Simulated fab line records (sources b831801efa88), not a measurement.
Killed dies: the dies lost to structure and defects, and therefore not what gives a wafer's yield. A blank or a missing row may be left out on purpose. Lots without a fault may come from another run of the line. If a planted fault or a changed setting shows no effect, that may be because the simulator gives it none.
What tool caused it? -- flow gf180mcu -- Sampling: 13 lots, 39 wafers, 4 of 602 route steps

## WHAT THE GAUGES READ, wafer by wafer
GF_STI_THK_MEAS_02. Usual: STI_OXIDATION_THK typically reads 10.03 nm, with standard deviation 0.2.
lot,measured,on,STI_OXIDATION_THK (nm),flag
L871,day 1 21:31,film_metro-03,9.99 9.86 9.84,
L873,day 2 07:31,film_metro-03,9.85 9.86 9.88,
L874,day 2 12:31,film_metro-03,10.04 9.97 10.04,
L876,day 2 22:59,film_metro-02,9.94 9.96 10.11,
L877,day 3 03:31,film_metro-01,13.37 13.64 13.40,OFF
L878,day 3 09:27,film_metro-02,13.45 13.37 13.39,OFF
L879,day 3 14:11,film_metro-02,13.75 13.61 13.71,OFF
L880,day 3 18:32,film_metro-02,10.21 10.05 9.90,
L884,day 4 15:01,film_metro-03,9.84 9.93 9.86,
L885,day 4 19:31,film_metro-01,10.32 10.21 10.07,
L888,day 5 10:34,film_metro-02,9.64 9.72 9.70,
L891,day 6 04:34,film_metro-01,10.07 10.01 10.04,
L892,day 6 08:30,film_metro-01,10.01 10.15 9.82,

GF_STI_THK_MEAS_24. Usual: STI_CVD_23_THK typically reads 649 nm, with standard deviation 5.8.
lot,measured,on,STI_CVD_23_THK (nm),flag
L871,day 2 13:34,film_metro-02,631 636 646,
L873,day 3 02:10,film_metro-01,646 645 641,
L874,day 3 05:41,film_metro-03,648 643 654,
L876,day 3 15:29,film_metro-03,656 644 653,
L877,day 3 21:02,film_metro-02,648 642 649,
L878,day 4 03:25,film_metro-03,645 649 646,
L879,day 4 07:25,film_metro-03,653 653 650,
L880,day 4 12:16,film_metro-03,648 647 652,
L884,day 5 10:07,film_metro-02,641 652 639,
L885,day 5 13:23,film_metro-02,653 654 655,
L888,day 6 07:14,film_metro-01,639 640 644,
L891,day 6 23:49,film_metro-03,648 653 654,
L892,day 7 05:18,film_metro-01,646 650 643,

GF_MVPSD_OVL_MEAS_07. Usual: MVPSD_OVL typically reads 0.2 nm, with standard deviation 1.5.
lot,measured,on,MVPSD_OVL (nm),flag
L871,day 5 12:50,overlay-02,-1.4 -2.5 -6.4,
L873,day 6 03:21,overlay-02,-0.4 -0.6 -0.1,
L874,day 6 05:22,overlay-01,1.0 1.7 -0.2,
L876,day 6 18:29,overlay-02,-0.3 1.9 1.7,
L877,day 6 23:22,overlay-02,-1.2 -0.2 -2.2,
L878,day 7 06:38,overlay-02,0.5 -0.7 -0.5,
L879,day 7 13:10,overlay-01,-1.1 1.5 -0.4,
L880,day 7 19:57,overlay-02,1.0 1.0 0.1,
L884,day 8 18:50,overlay-02,1.8 -1.2 -0.9,
L885,day 8 22:47,overlay-02,2.1 0.8 0.2,
L888,day 9 18:08,overlay-01,1.0 0.7 1.0,
L891,day 10 16:20,overlay-01,-2.3 -0.3 0.9,
L892,day 10 23:20,overlay-02,1.0 0.6 0.5,

## WHAT TOOL EACH LOT RAN ON (gives the tool, then ch and the chambers of the sampled wafers, and finally the start)
lot,GF_STI_OXIDATION_01
L871,"furnace-01 ch 0, day 1 20:07"
L873,"furnace-02 ch 0, day 2 06:07"
L874,"furnace-01 ch 0, day 2 11:07"
L876,"furnace-02 ch 0, day 2 21:35"
L877,"furnace-02 ch 0, day 3 02:07"
L878,"furnace-02 ch 0, day 3 08:03"
L879,"furnace-02 ch 0, day 3 12:46"
L880,"furnace-01 ch 0, day 3 17:07"
L884,"furnace-01 ch 0, day 4 13:37"
L885,"furnace-01 ch 0, day 4 18:07"
L888,"furnace-01 ch 0, day 5 09:09"
L891,"furnace-02 ch 0, day 6 03:11"
L892,"furnace-02 ch 0, day 6 07:05"
- GF_STI_OXIDATION_01: stabilise 600 s, purge 300 s, target thk 10 nm.

## AS READ BY THE TOOLS THEMSELVES (means over the sampled wafers that have a number; for cases with no such wafer, the mark the record gives instead)
GF_STI_OXIDATION_01. Usual: spike_tc_top_C 910.7 C, standard deviation 1.9; zone_power_bottom_pct 29.0 %, standard deviation 1.
lot,tool,spike_tc_top_C (C),zone_power_bottom_pct (%),flag
L871,furnace-01,911.9,29.7,
L873,furnace-02,909.6,27.9,
L874,furnace-01,912.1,30.3,
L876,furnace-02,909.1,28.2,
L877,furnace-02,909.0,27.8,
L878,furnace-02,909.5,27.9,
L879,furnace-02,909.8,28.3,
L880,furnace-01,913.1,30.2,
L884,furnace-01,912.8,30.0,
L885,furnace-01,913.3,29.9,
L888,furnace-01,912.1,30.2,
L891,furnace-02,908.8,27.9,
L892,furnace-02,910.2,28.1,

## THE ANSWER, worked out from the rows above alone
Rule: a lot is off if the mean of its wafers that have a number lies more than 3 standard deviations from the usual mean. A lot without any number at a reading at which 4 lots or more have one is off too. Where the step has rows for the other lots, those lots are counted as sound. First the gauges in route order, then the tools' own readings, where a lot's mean is used as printed above. The first step at which some lot is off is used, and at that step the reading that is off furthest; a lot without a number counts as furthest.
Off: at GF_STI_THK_MEAS_02 (STI_OXIDATION_THK), L877, L878, L879.
A tool fits if, at a process step before that reading, it ran every lot that is off, and no sound lot after the first of them. Gauges at GF_STI_THK_MEAS_02: tried the same way as those tools. Not one of the candidates tried fits.

## WHAT THE SIMULATOR PUT IN
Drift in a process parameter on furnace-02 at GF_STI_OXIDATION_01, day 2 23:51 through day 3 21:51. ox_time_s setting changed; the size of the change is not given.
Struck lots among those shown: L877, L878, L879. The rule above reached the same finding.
